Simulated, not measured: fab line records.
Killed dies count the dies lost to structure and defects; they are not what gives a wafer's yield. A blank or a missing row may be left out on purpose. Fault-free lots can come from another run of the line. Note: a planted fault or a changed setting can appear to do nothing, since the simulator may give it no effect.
fab line records | flow gf180mcu
record lots=10 | wafers=30 | last_day=34
route steps=602 shown LVPWELL@61 HV_LDD@213 SALICIDE@282
lots untouched by any fault: they come from a run of this same line in which no faults occurred
start_h: the number of hours between the record's first day and the start of the first shown wafer of the lot | wait_h: how many hours have passed since the lot's step before this one | " repeats the value in the row above | L1.1+2: a single row standing in for several wafers | - no value present, or no start provided | * or withheld: withheld | < > ~ a bound
route shown NAME@n: names a module that has steps shown in the file, with the first one's number in the route | usual: mean/standard deviation of fault-free wafers | same: alike in all rows | chamber/n: place in a boat | sites: per-site readings | _std_site: their standard deviation | _edge_site: the outer-site mean with the inner-site mean subtracted | radius_mm: for every site, how far away it sits from the centre of the wafer | mask NAME#n: copy n | behind: the last tool/chamber to shape the wafer | hold: why the lot was held/for how many hours/how that ended | device: the n, p or np transistor that did not switch | end of line: at the end of the route, the tests of the same wafers | where a step has no rows: the recipe by itself | killed: the dies lost at the first sort to structure and to defects; this is not the yield of the wafer | map: a wafer's dies, marking killed ones x, the rest . and places with no die _
set.NAME: the setting that was run; set.NAME@STEP: the one run at that earlier step | model.NAME: the simulator's own value behind a step, which no gauge read
one table for each step of the route and one row for each wafer, over a sample of lots
services: when a tool's chamber went out of use (start_h, in hours from the record's first day, below 0 if earlier), for how many hours, and the reason
## steps
# step GF_LVPWELL_OVL_MEAS_07
# usual LVPWELL_OVL=-0.4/1.7
lot.wafer | tool       | chamber | start_h | wait_h | LVPWELL_OVL[nm]
L130.2    | overlay-01 | -       | 69.68   | -      | -2.8
L130.5    | "          | -       | "       | "      | -2.8
L130.6    | "          | -       | "       | "      | -2.2
L131.1    | overlay-02 | -       | 75.68   | -      | 0.9
L131.3    | "          | -       | "       | "      | -1.9
L131.4    | "          | -       | "       | "      | -0.9
L132.2    | overlay-02 | -       | 82.08   | -      | -2.5
L132.4    | "          | -       | "       | "      | -1.8
L132.6    | "          | -       | "       | "      | -0.6
L139.1    | overlay-01 | -       | 121.20  | -      | 0.2
L139.3    | "          | -       | "       | "      | 0.3
L139.6    | "          | -       | "       | "      | 1.7
L140.3    | overlay-02 | -       | 126.04  | -      | 0.4
L140.5    | "          | -       | "       | "      | -2.4
L140.6    | "          | -       | "       | "      | -3.4
L142.1    | overlay-01 | -       | 135.85  | -      | -0.4
L142.3    | "          | -       | "       | "      | -1.4
L142.5    | "          | -       | "       | "      | -2.8
L144.2    | overlay-02 | -       | 145.86  | -      | 0.0
L144.3    | "          | -       | "       | "      | 1.5
L144.6    | "          | -       | "       | "      | 0.3
L148.3    | overlay-01 | -       | 170.01  | -      | -1.2
L148.5    | "          | -       | "       | "      | 0.1
L148.6    | "          | -       | "       | "      | -0.2
L149.1    | overlay-01 | -       | 177.82  | -      | 1.5
L149.3    | "          | -       | "       | "      | 0.6
L149.4    | "          | -       | "       | "      | -0.2
L150.2    | overlay-01 | -       | 182.08  | -      | -0.4
L150.3    | "          | -       | "       | "      | 0.2
L150.6    | "          | -       | "       | "      | -2.5
# step GF_HV_LDD_STRIP_37
# recipe chemistry=O2/N2 | power_w=1400 | pressure_mtorr=1500 | platen_temp_c=250 | o2_flow_sccm=3000 | n2_flow_sccm=300 | overash_fraction=0.5
# usual drypump_motor_current_A=5.9/0.34 | heater_power_w=338/57 | o2_flow_sccm=2999/10 | oes_product_au=0.716/0.0041 | strip_time_to_endpoint_s=12.64/0.03
lot.wafer | tool            | chamber | start_h | wait_h | drypump_motor_current_A | heater_power_w | o2_flow_sccm | oes_product_au | rf_hours_counter_h | strip_time_to_endpoint_s
L130.2    | plasma_asher-04 | 1       | 257.06  | 0.1    | 6.3                     | 350            | 2992         | 0.709          | 63                 | 12.71
L130.5    | "               | 1       | "       | "      | 6.3                     | 348            | 3003         | 0.720          | -                  | 12.67
L130.6    | "               | 0       | "       | "      | 6.0                     | 472            | 2987         | 0.709          | -                  | 12.68
L131.1    | plasma_asher-04 | 0       | 265.76  | 0.1    | 6.0                     | 461            | 3011         | 0.726          | 64                 | 12.62
L131.3    | "               | 1       | "       | "      | 6.2                     | 352            | 2995         | 0.716          | -                  | 12.64
L131.4    | "               | 0       | "       | "      | 6.0                     | 465            | 3010         | 0.722          | -                  | 12.62
L132.2    | plasma_asher-02 | 1       | 275.51  | 0.1    | 5.4                     | 307            | 2995         | 0.718          | 60                 | 12.64
L132.4    | "               | 1       | "       | "      | 5.4                     | 317            | 2994         | 0.720          | -                  | 12.65
L132.6    | "               | 1       | "       | "      | 5.4                     | 311            | 2994         | 0.713          | -                  | 12.63
L139.1    | plasma_asher-01 | 1       | 329.51  | 0.1    | 5.6                     | 310            | 3016         | 0.714          | 23                 | 12.62
L139.3    | "               | 1       | "       | "      | 5.6                     | 312            | 3000         | 0.711          | -                  | 12.64
L139.6    | "               | 0       | "       | "      | 6.2                     | 322            | 3017         | 0.713          | -                  | 12.61
L140.3    | plasma_asher-01 | 0       | 334.35  | 0.1    | 6.3                     | 322            | 3003         | 0.718          | -                  | 12.67
L140.5    | "               | 0       | "       | "      | 6.3                     | 323            | 3012         | 0.720          | -                  | 12.64
L140.6    | "               | 1       | "       | "      | 5.6                     | 311            | 3005         | 0.709          | -                  | 12.69
L142.1    | plasma_asher-01 | 1       | 347.70  | 0.1    | 5.6                     | 322            | 2989         | 0.713          | 25                 | 12.66
L142.3    | "               | 1       | "       | "      | 5.6                     | 312            | 2993         | 0.716          | -                  | 12.65
L142.5    | "               | 1       | "       | "      | 5.6                     | 313            | 2983         | 0.716          | -                  | 12.63
L144.2    | plasma_asher-04 | 0       | 363.91  | 0.1    | 6.0                     | 457            | 2975         | 0.711          | 75                 | 12.59
L144.3    | "               | 1       | "       | "      | 6.3                     | 365            | 3007         | 0.716          | -                  | 12.60
L144.6    | "               | 1       | "       | "      | 6.3                     | 361            | 2984         | 0.718          | -                  | 12.57
L148.3    | plasma_asher-01 | 0       | 396.43  | 0.1    | 6.2                     | 317            | 3001         | 0.718          | -                  | 12.65
L148.5    | "               | 1       | "       | "      | 5.6                     | 321            | 3015         | 0.708          | -                  | 12.66
L148.6    | "               | 0       | "       | "      | 6.2                     | 314            | 2998         | 0.715          | -                  | 12.62
L149.1    | plasma_asher-01 | 0       | 407.86  | 0.1    | 6.3                     | 324            | 2993         | 0.715          | 32                 | 12.63
L149.3    | "               | 0       | "       | "      | 6.3                     | 313            | 2988         | 0.712          | -                  | 12.64
L149.4    | "               | 1       | "       | "      | 5.6                     | 309            | 2989         | 0.713          | -                  | 12.62
L150.2    | plasma_asher-02 | 0       | 414.51  | 0.1    | 5.7                     | 278            | 3004         | 0.714          | 75                 | 12.66
L150.3    | "               | 0       | "       | "      | 5.7                     | 274            | 2996         | 0.718          | -                  | 12.67
L150.6    | "               | 1       | "       | "      | 5.4                     | 305            | 3018         | 0.719          | -                  | 12.62
# step GF_HV_LDD_EXPOSE_43
# recipe mask_id=Pplus_HV_AREA | target_cd_nm=400 | na=0.6 | source_shape=conventional | sigma_outer=0.6 | dose_mj=140
# usual exposure_dose_mJ_cm2=140.00/0.13
lot.wafer | tool             | chamber | start_h | wait_h | mask            | exposure_dose_mJ_cm2
L130.2    | iline_stepper-01 | 0       | 266.05  | -      | Pplus_HV_AREA#0 | 140.02
L130.5    | "                | 0       | "       | "      | Pplus_HV_AREA#0 | 140.02
L130.6    | "                | 0       | "       | "      | Pplus_HV_AREA#0 | 139.96
L131.1    | iline_stepper-02 | 0       | 274.98  | -      | Pplus_HV_AREA#0 | 139.95
L131.3    | "                | 0       | "       | "      | Pplus_HV_AREA#0 | 140.12
L131.4    | "                | 0       | "       | "      | Pplus_HV_AREA#0 | 140.23
L132.2    | iline_stepper-01 | 0       | 285.45  | -      | Pplus_HV_AREA#0 | 139.92
L132.4    | "                | 0       | "       | "      | Pplus_HV_AREA#0 | 139.91
L132.6    | "                | 0       | "       | "      | Pplus_HV_AREA#0 | 139.96
L139.1    | iline_stepper-01 | 0       | 340.57  | -      | Pplus_HV_AREA#0 | 137.58
L139.3    | "                | 0       | "       | "      | Pplus_HV_AREA#0 | 137.51
L139.6    | "                | 0       | "       | "      | Pplus_HV_AREA#0 | 137.46
L140.3    | iline_stepper-01 | 0       | 345.04  | -      | Pplus_HV_AREA#0 | 137.37
L140.5    | "                | 0       | "       | "      | Pplus_HV_AREA#0 | 137.34
L140.6    | "                | 0       | "       | "      | Pplus_HV_AREA#0 | 137.45
L142.1    | iline_stepper-02 | 0       | 358.72  | -      | Pplus_HV_AREA#0 | 140.00
L142.3    | "                | 0       | "       | "      | Pplus_HV_AREA#0 | 140.03
L142.5    | "                | 0       | "       | "      | Pplus_HV_AREA#0 | 139.94
L144.2    | iline_stepper-02 | 0       | 375.69  | -      | Pplus_HV_AREA#0 | 139.83
L144.3    | "                | 0       | "       | "      | Pplus_HV_AREA#0 | 139.98
L144.6    | "                | 0       | "       | "      | Pplus_HV_AREA#0 | 139.91
L148.3    | iline_stepper-02 | 0       | 408.75  | -      | Pplus_HV_AREA#0 | 140.21
L148.5    | "                | 0       | "       | "      | Pplus_HV_AREA#0 | 140.12
L148.6    | "                | 0       | "       | "      | Pplus_HV_AREA#0 | 140.20
L149.1    | iline_stepper-02 | 0       | 419.60  | -      | Pplus_HV_AREA#0 | 140.02
L149.3    | "                | 0       | "       | "      | Pplus_HV_AREA#0 | 139.82
L149.4    | "                | 0       | "       | "      | Pplus_HV_AREA#0 | 139.97
L150.2    | iline_stepper-02 | 0       | 426.42  | -      | Pplus_HV_AREA#0 | 140.24
L150.3    | "                | 0       | "       | "      | Pplus_HV_AREA#0 | 139.97
L150.6    | "                | 0       | "       | "      | Pplus_HV_AREA#0 | 139.95
# step GF_HV_LDD_CD_MEAS_46
# recipe target_cd_nm=400
# usual cd_nm=400.3/2.3
lot.wafer | tool      | chamber | start_h | wait_h | cd_nm
L130.2    | cd_sem-02 | -       | 274.96  | 0.1    | 396.2
L130.5    | "         | -       | "       | "      | 398.7
L130.6    | "         | -       | "       | "      | 400.2
L131.1    | cd_sem-02 | -       | 284.39  | 0.1    | 398.6
L131.3    | "         | -       | "       | "      | 397.2
L131.4    | "         | -       | "       | "      | 398.6
L132.2    | cd_sem-02 | -       | 295.23  | 0.1    | 403.0
L132.4    | "         | -       | "       | "      | 400.1
L132.6    | "         | -       | "       | "      | 402.4
L139.1    | cd_sem-02 | -       | 351.09  | 0.1    | 394.5
L139.3    | "         | -       | "       | "      | 397.0
L139.6    | "         | -       | "       | "      | 396.9
L140.3    | cd_sem-01 | -       | 355.49  | 0.1    | 391.5
L140.5    | "         | -       | "       | "      | 393.1
L140.6    | "         | -       | "       | "      | 392.8
L142.1    | cd_sem-01 | -       | 369.89  | 0.1    | 399.1
L142.3    | "         | -       | "       | "      | 399.1
L142.5    | "         | -       | "       | "      | 399.7
L144.2    | cd_sem-02 | -       | 387.17  | 0.1    | 398.7
L144.3    | "         | -       | "       | "      | 399.7
L144.6    | "         | -       | "       | "      | 398.6
L148.3    | cd_sem-02 | -       | 419.94  | 0.1    | 400.8
L148.5    | "         | -       | "       | "      | 401.0
L148.6    | "         | -       | "       | "      | 400.6
L149.1    | cd_sem-02 | -       | 431.39  | 0.1    | 401.0
L149.3    | "         | -       | "       | "      | 400.6
L149.4    | "         | -       | "       | "      | 404.5
L150.2    | cd_sem-01 | -       | 438.57  | 0.1    | 405.6
L150.3    | "         | -       | "       | "      | 404.4
L150.6    | "         | -       | "       | "      | 402.6
# step GF_SALICIDE_RS_MEAS_04
# recipe thk_meas_gauge=four-point-probe | reads=TiN_of_SALICIDE_SPUTTER_03+Co_of_SALICIDE_SPUTTER_02
# usual SALICIDE_TIN_RS=16.4/0.37
lot.wafer | tool          | chamber | start_h | wait_h | SALICIDE_TIN_RS[ohm/sq]
L130.2    | film_metro-04 | -       | 342.24  | 0.0    | 17.2
L130.5    | "             | -       | "       | "      | 16.4
L130.6    | "             | -       | "       | "      | 16.4
L131.1    | film_metro-04 | -       | 352.42  | 0.0    | 16.2
L131.3    | "             | -       | "       | "      | 16.7
L131.4    | "             | -       | "       | "      | 17.1
L132.2    | film_metro-03 | -       | 363.87  | 0.0    | 16.7
L132.4    | "             | -       | "       | "      | 16.3
L132.6    | "             | -       | "       | "      | 16.3
L139.1    | film_metro-02 | -       | 425.93  | 0.0    | 15.7
L139.3    | "             | -       | "       | "      | 15.7
L139.6    | "             | -       | "       | "      | 15.9
L140.3    | film_metro-03 | -       | 430.14  | 0.1    | 16.6
L140.5    | "             | -       | "       | "      | 16.3
L140.6    | "             | -       | "       | "      | 16.2
L142.1    | film_metro-04 | -       | 445.10  | 0.0    | 16.4
L142.3    | "             | -       | "       | "      | 16.5
L142.5    | "             | -       | "       | "      | 16.9
L144.2    | film_metro-03 | -       | 463.97  | 0.0    | 16.9
L144.3    | "             | -       | "       | "      | 16.3
L144.6    | "             | -       | "       | "      | 16.4
L148.3    | film_metro-03 | -       | 499.88  | 0.1    | 16.3
L148.5    | "             | -       | "       | "      | 16.4
L148.6    | "             | -       | "       | "      | 16.3
L149.1    | film_metro-04 | -       | 508.14  | 0.0    | 16.3
L149.3    | "             | -       | "       | "      | 16.2
L149.4    | "             | -       | "       | "      | 16.0
L150.2    | film_metro-02 | -       | 514.86  | 0.0    | 16.0
L150.3    | "             | -       | "       | "      | 16.9
L150.6    | "             | -       | "       | "      | 16.8
## services
tool             | chamber | start_h | hours | kind
iline_stepper-02 | -       | 238.17  | 2.1   | pm
iline_stepper-02 | -       | 240.25  | -     | consumable_replace:lamp
plasma_asher-04  | -       | 240.26  | 2.4   | repair
plasma_asher-02  | -       | 302.34  | 3.7   | repair
iline_stepper-01 | -       | 317.01  | 7.4   | repair
iline_stepper-01 | -       | 332.68  | 1.7   | pm
plasma_asher-01  | -       | 382.31  | 1.6   | repair
plasma_asher-04  | -       | 388.44  | 21.9  | repair
iline_stepper-01 | -       | 388.58  | 4.9   | repair
iline_stepper-02 | -       | 391.39  | 5.7   | repair
iline_stepper-02 | -       | 399.24  | 1.7   | pm
plasma_asher-02  | -       | 421.25  | 9.0   | pm
plasma_asher-02  | 0       | 421.25  | 9.0   | vent_cycle
plasma_asher-02  | 1       | 421.25  | 9.0   | vent_cycle
## key
first_sign step=GF_HV_LDD_EXPOSE_43 | reading=exposure_dose_mJ_cm2 | direction=down | sigmas=20 | usual=140.00 | struck=137.45
effect step=GF_HV_LDD_CD_MEAS_46 | reading=cd_nm | direction=down | sigmas=2.6 | usual=400.3 | struck=394.3
met_at GF_HV_LDD_EXPOSE_43
struck_lots L139,L140
tester_left_out L139,L140
not_acting_at GF_LVPWELL_OVL_MEAS_07,GF_HV_LDD_STRIP_37,GF_SALICIDE_RS_MEAS_04
onset_between 285.45 340.57
fault kind=process_parameter_drift | tool=iline_stepper-01 | chamber=- | onset_h=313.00 | steps=GF_HV_LDD_EXPOSE_43 | channel=dose_mj | offset=-2.5752 | shape=step | acts_in=these_recipes_only | stated=140
# tester_left_out: of these lots the tester's yield and bins aren't shown, on N5 and GAA mostly nor the transistor test; their killed dies are dies lost to structure and defects alone, not to doping, threshold or leakage, so they don't give the yield
